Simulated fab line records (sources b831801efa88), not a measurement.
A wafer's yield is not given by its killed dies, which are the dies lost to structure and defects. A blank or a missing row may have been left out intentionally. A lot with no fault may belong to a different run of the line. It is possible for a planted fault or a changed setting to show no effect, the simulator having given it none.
The tool behind it: which one?	flow sky130	15 lots with 45 wafers sampled at 3 steps, on a route of 708 steps

WHAT THE GAUGES READ, wafer by wafer
SKY_VT_ADJUST_HVTP_OVL_MEAS_08. Usual: VT_ADJUST_HVTP_OVL gives -0.5 nm (standard deviation 1.5).
lot	measured	on	VT_ADJUST_HVTP_OVL (nm)	flag
L137	day 6 02:55	overlay-02	1.4 2.3 1.8	
L138	day 6 08:00	overlay-01	-2.2 -0.3 -1.6	
L140	day 6 23:38	overlay-02	-0.5 2.0 1.7	
L142	day 7 10:02	overlay-02	0.2 -0.1 -0.7	
L143	day 7 20:05	overlay-01	- - -	OFF
L144	day 8 00:51	overlay-01	- - -	OFF
L145	day 8 03:40	overlay-01	- - -	OFF
L150	day 9 22:44	overlay-01	-1.6 -3.1 -2.0	
L151	day 10 03:08	overlay-01	0.0 0.1 1.1	
L152	day 10 07:38	overlay-02	-0.7 -0.7 -0.2	
L153	day 10 08:40	overlay-02	0.3 1.3 0.9	
L154	day 10 14:58	overlay-02	-1.0 -0.1 -1.3	
L156	day 11 05:13	overlay-02	-2.7 -3.2 -3.8	
L157	day 11 10:30	overlay-01	-1.2 0.5 -0.8	
L160	day 12 04:22	overlay-02	0.7 1.6 1.0	

EACH LOT AND THE TOOL THAT RAN IT (in order: tool; ch and the chambers of the sampled wafers; start)
lot	SKY_NWELL_STRIP_25	SKY_VT_ADJUST_HVTP_DEVELOP_06
L137	plasma_asher-04 ch 0,1, day 5 08:45	litho_track-04 ch 0, day 6 02:38
L138	plasma_asher-01 ch 0,1, day 5 13:04	litho_track-01 ch 0, day 6 07:44
L140	plasma_asher-01 ch 0,1, day 6 03:39	litho_track-02 ch 0, day 6 23:22
L142	plasma_asher-04 ch 0,1, day 6 14:06	litho_track-02 ch 0, day 7 09:46
L143	plasma_asher-04 ch 0,1, day 6 22:46	litho_track-02, day 7 19:50
L144	plasma_asher-02 ch 0,1, day 7 03:37	litho_track-01, day 8 00:36
L145	plasma_asher-04 ch 0,1, day 7 05:33	litho_track-04, day 8 03:23
L150	plasma_asher-04 ch 0,1, day 8 23:31	litho_track-02 ch 0, day 9 22:28
L151	plasma_asher-04 ch 0,1, day 9 03:18	litho_track-02 ch 0, day 10 02:52
L152	plasma_asher-04 ch 0,1, day 9 08:04	litho_track-02 ch 0, day 10 07:23
L153	plasma_asher-04 ch 0,1, day 9 09:55	litho_track-04 ch 0, day 10 08:25
L154	plasma_asher-02 ch 0,1, day 9 15:58	litho_track-04 ch 0, day 10 14:41
L156	plasma_asher-01 ch 0,1, day 10 05:15	litho_track-02 ch 0, day 11 04:59
L157	plasma_asher-02 ch 0,1, day 10 10:54	litho_track-02 ch 0, day 11 10:16
L160	plasma_asher-04 ch 0,1, day 11 03:12	litho_track-04 ch 0, day 12 04:05
- SKY_NWELL_STRIP_25: strips in O2/N2.
- SKY_VT_ADJUST_HVTP_DEVELOP_06: develop time 60 s.

WHAT THE TOOLS THEMSELVES READ (means of the sampled wafers that have a number; where no wafer has one, the mark that the record gives instead)
SKY_NWELL_STRIP_25. Usual: drypump_motor_current_A 5.40 A, standard deviation 0.29; oes_product_au 0.722 a.u., standard deviation 0.0042; strip_time_to_endpoint_s 36.90 s, standard deviation 0.093.
lot	tool	drypump_motor_current_A (A)	oes_product_au (a.u.)	strip_time_to_endpoint_s (s)	flag
L137	plasma_asher-04	5.26	0.725	37.07	
L138	plasma_asher-01	5.44	0.724	36.92	
L140	plasma_asher-01	5.32	0.725	37.05	
L142	plasma_asher-04	5.45	0.721	36.91	
L143	plasma_asher-04	5.46	0.719	36.85	
L144	plasma_asher-02	5.38	0.720	36.96	
L145	plasma_asher-04	5.27	0.721	36.73	
L150	plasma_asher-04	5.28	0.723	36.78	
L151	plasma_asher-04	5.47	0.719	36.83	
L152	plasma_asher-04	5.47	0.722	36.89	
L153	plasma_asher-04	5.47	0.717	36.87	
L154	plasma_asher-02	5.64	0.719	36.80	
L156	plasma_asher-01	5.31	0.720	36.90	
L157	plasma_asher-02	5.39	0.722	36.82	
L160	plasma_asher-04	5.28	0.725	36.84	

SKY_VT_ADJUST_HVTP_DEVELOP_06. Usual: chill_plate_temp_C 23.00 C, standard deviation 0.1; developer_temp_C 23.00 C, standard deviation 0.084.
lot	tool	chill_plate_temp_C (C)	developer_temp_C (C)	flag
L137	litho_track-04	22.87	23.07	
L138	litho_track-01	22.89	22.97	
L140	litho_track-02	22.94	23.06	
L142	litho_track-02	22.92	22.93	
L143	litho_track-02	-	-	OFF
L144	litho_track-01	-	-	OFF
L145	litho_track-04	-	-	OFF
L150	litho_track-02	23.08	22.86	
L151	litho_track-02	23.01	23.06	
L152	litho_track-02	23.06	23.08	
L153	litho_track-04	22.87	23.03	
L154	litho_track-04	22.96	23.01	
L156	litho_track-02	22.87	22.95	
L157	litho_track-02	22.96	23.12	
L160	litho_track-04	23.19	22.97	

THE ANSWER, worked out from the rows above alone
Rule: lot off if the mean of its wafers having a number is beyond 3 standard deviations from the usual mean. A lot without any number at a reading at which 4 lots or more have one is off too. Any other lot the step has rows for is counted as sound. After the gauges, taken in route order, come the tools' own readings; for these a lot's mean is taken, as printed above. The first step at which some lot is off is used, and at that step the reading that is off furthest; a lot without a number counts as furthest.
Off: L143, L144, L145, seen at SKY_VT_ADJUST_HVTP_OVL_MEAS_08 (VT_ADJUST_HVTP_OVL). Without a number there: L143, L144, L145.
If a tool, at a process step before that reading, ran all the lots that are off and no sound lot after the first of them, it fits. Not tried: the gauges at SKY_VT_ADJUST_HVTP_OVL_MEAS_08; whatever is off there is also off at SKY_VT_ADJUST_HVTP_DEVELOP_06, on other tools, and gauge error can't account for it. Of those tried, none fits.

WHAT WAS PUT IN BY THE SIMULATOR
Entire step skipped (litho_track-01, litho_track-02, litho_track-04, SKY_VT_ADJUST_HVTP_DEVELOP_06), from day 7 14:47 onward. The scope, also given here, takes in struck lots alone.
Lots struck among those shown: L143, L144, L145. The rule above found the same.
